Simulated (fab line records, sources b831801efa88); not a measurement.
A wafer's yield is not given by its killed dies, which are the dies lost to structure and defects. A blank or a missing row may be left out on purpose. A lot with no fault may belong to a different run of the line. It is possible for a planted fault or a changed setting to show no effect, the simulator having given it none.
Which tool did it? -- flow sfq-line -- 15 lots, 45 wafers sampled, at 3 steps of a route of 325

== WHAT THE GAUGES SHOWED, per wafer ==
SFQ_M6_OVL_MEAS_940. Usual: for M6_OVL the level is -3 nm and the standard deviation is 4.8.
lot,measured,on,M6_OVL (nm),flag
L815,day 72 04:44,overlay-02,4 -1 -8,
L816,day 72 08:20,overlay-01,4 4 4,
L817,day 72 09:32,overlay-01,-1 -1 -6,
L820,day 72 18:23,overlay-02,-3 -7 -4,
L821,day 72 23:46,overlay-01,3 -3 -4,
L822,day 73 04:35,overlay-02,-9 3 -10,
L823,day 73 15:23,overlay-01,4 3 -3,
L825,day 80 02:58,overlay-02,-4 4 -2,
L827,day 80 16:31,overlay-02,-5 -3 -9,
L828,day 80 21:19,overlay-02,-4 -1 -7,
L831,day 81 12:22,overlay-02,-4 -3 4,
L834,day 81 17:11,overlay-02,-13 -5 -6,
L835,day 81 18:22,overlay-01,-8 -1 -7,
L836,day 81 20:46,overlay-01,-1 5 0,
L838,day 82 05:10,overlay-02,1 -5 -11,

SFQ_I7_OVL_MEAS_947. Usual: for I7_OVL the level is 0 nm and the standard deviation is 5.2.
lot,measured,on,I7_OVL (nm),flag
L815,day 78 16:09,overlay-02,-3 -12 0,
L816,day 78 18:34,overlay-02,1 7 -2,
L817,day 78 20:57,overlay-02,4 1 6,
L820,day 79 04:09,overlay-02,-8 -8 -9,
L821,day 79 08:57,overlay-02,-4 -5 -1,
L822,day 82 12:23,overlay-02,-5 1 -5,
L823,day 83 14:54,overlay-02,3 6 3,
L825,day 85 02:28,overlay-02,2 -2 -3,
L827,day 85 15:46,overlay-01,3 4 6,
L828,day 86 00:23,overlay-02,2 -2 -2,
L831,day 90 03:08,overlay-01,4 -2 6,
L834,day 90 09:09,overlay-02,- - -,OFF
L835,day 90 11:32,overlay-02,- - -,OFF
L836,day 90 13:56,overlay-02,- - -,OFF
L838,day 91 13:56,overlay-02,-4 3 -2,

== EACH LOT AND THE TOOL THAT RAN IT (in order: tool; ch and the chambers of the sampled wafers; start) ==
lot,SFQ_TRILAYER_M7_LITHO_DEVELOP_179
L815,"litho-track-01 ch 0, day 77 09:50"
L816,"litho-track-04 ch 0, day 77 13:28"
L817,"litho-track-04 ch 0, day 77 17:02"
L820,"litho-track-01 ch 0, day 78 01:30"
L821,"litho-track-04 ch 0, day 78 07:25"
L822,"litho-track-02 ch 0, day 78 11:02"
L823,"litho-track-01 ch 0, day 79 00:14"
L825,"litho-track-02 ch 0, day 80 14:01"
L827,"litho-track-02 ch 0, day 83 15:47"
L828,"litho-track-04 ch 0, day 85 13:02"
L831,"litho-track-02 ch 0, day 86 02:38"
L834,"litho-track-01, day 86 06:28"
L835,"litho-track-04, day 86 07:38"
L836,"litho-track-01, day 86 09:44"
L838,"litho-track-02 ch 0, day 87 19:56"
- SFQ_TRILAYER_M7_LITHO_DEVELOP_179: time 60 s.

== AS READ BY THE TOOLS THEMSELVES (means over the sampled wafers that have a number; for cases with no such wafer, the mark the record gives instead) ==
SFQ_TRILAYER_M7_LITHO_DEVELOP_179. Usual: chill-plate-temp-C 23.01 C, standard deviation 0.12; exhaust-pa 44.9 Pa, standard deviation 0.8.
lot,tool,chill-plate-temp-C (C),exhaust-pa (Pa),flag
L815,litho-track-01,22.91,44.1,
L816,litho-track-04,23.10,45.5,
L817,litho-track-04,23.00,43.7,
L820,litho-track-01,22.94,44.9,
L821,litho-track-04,23.06,44.7,
L822,litho-track-02,23.08,44.5,
L823,litho-track-01,23.03,45.0,
L825,litho-track-02,23.01,44.7,
L827,litho-track-02,23.08,45.0,
L828,litho-track-04,23.02,46.3,
L831,litho-track-02,23.06,45.6,
L834,litho-track-01,-,-,OFF
L835,litho-track-04,-,-,OFF
L836,litho-track-01,-,-,OFF
L838,litho-track-02,23.08,44.6,

== THE ANSWER, worked out from the rows above alone ==
Rule: a lot counts as off when the mean over its wafers that have a number is more than 3 standard deviations away from the usual mean. A lot without any number at a reading at which 4 lots or more have one is off too. All remaining lots with rows at the step are treated as sound. Order of review: gauges by route order, followed by the tools' own readings, for which a lot's mean as printed above is used. The first step at which some lot is off is used, and at that step the reading that is off furthest; a lot without a number counts as furthest.
Off: L834, L835, L836, at SFQ_I7_OVL_MEAS_947 (I7_OVL). Without a number there: L834, L835, L836.
A tool fits if, at a process step before that reading, it ran every lot that is off, and no sound lot after the first of them. Not tried: the gauges at SFQ_I7_OVL_MEAS_947; whatever is off there is also off at SFQ_TRILAYER_M7_LITHO_DEVELOP_179, on other tools, and gauge error can't account for it. Not one of the candidates tried fits.

== WHAT THE SIMULATOR PUT IN ==
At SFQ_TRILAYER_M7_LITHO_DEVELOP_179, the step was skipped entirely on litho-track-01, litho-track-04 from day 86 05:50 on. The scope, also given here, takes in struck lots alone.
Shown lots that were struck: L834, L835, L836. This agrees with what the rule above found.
